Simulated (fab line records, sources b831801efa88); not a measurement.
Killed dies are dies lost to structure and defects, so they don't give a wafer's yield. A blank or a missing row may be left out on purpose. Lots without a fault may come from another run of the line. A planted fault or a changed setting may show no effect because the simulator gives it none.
Chamber matching | flow sfq_line | SFQ_TRILAYER_I0_CMP_CMP_028 on cmp-02: 4 sister chambers
The step polishes SiO2. 8 wafers are shown with their chamber, then 8 later ones without.

WAFERS WITH THEIR CHAMBER
wafer  | chamber | motor_current_A (A) | time_to_endpoint_s (s)
L591.3 | 3       | 9.5                 | 213
L592.1 | 3       | 9.3                 | 212
L592.3 | 2       | 10.4                | 212
L592.5 | 0       | 9.6                 | 208
L603.4 | 0       | 9.6                 | 210
L603.2 | 2       | 10.8                | 211
L603.6 | 1       | 9.7                 | 213
L606.1 | 1       | 10.1                | 198

WAFERS WITHOUT THEIR CHAMBER
wafer  | motor_current_A (A) | time_to_endpoint_s (s)
L606.2 | 10.3                | 207
L606.5 | 9.8                 | 213
L608.2 | 11.1                | 219
L608.4 | 9.3                 | 223
L608.5 | 9.2                 | 216
L609.3 | 10.7                | 220
L609.2 | 9.6                 | 213
L609.6 | 10.1                | 213

WHICH CHAMBER EACH WENT THROUGH
wafer  | from the rows above               | in truth
L606.2 | can't be placed: 2 or 1 or 0      | 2
L606.5 | can't be placed: 0 or 1 or 3      | 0
L608.2 | 2                                 | 2
L608.4 | can't be placed: 3 or 0           | 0
L608.5 | can't be placed: 3 or 0           | 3
L609.3 | 2                                 | 2
L609.2 | can't be placed: 0 or 3 or 1      | 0
L609.6 | can't be placed: 1 or 2 or 0 or 3 | 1
Placed correctly: 2 of 8. Can't be placed from these rows: 6 (the true chamber is among the candidates in 6). Placed wrongly: 0.
How it was worked out, from the rows above alone: a wafer's distance from a chamber is the root of the sum, over the readings, of the square of ((its reading less the chamber's mean) divided by the reading's scatter). The wafer belongs to the nearest chamber; if the next one is less than 2 further off, it can't be placed. A chamber's mean is the mean of its shown wafers. The scatter: the root of (the sum of the squares of (reading less its chamber's mean) over the shown wafers, divided by (wafers less chambers)).
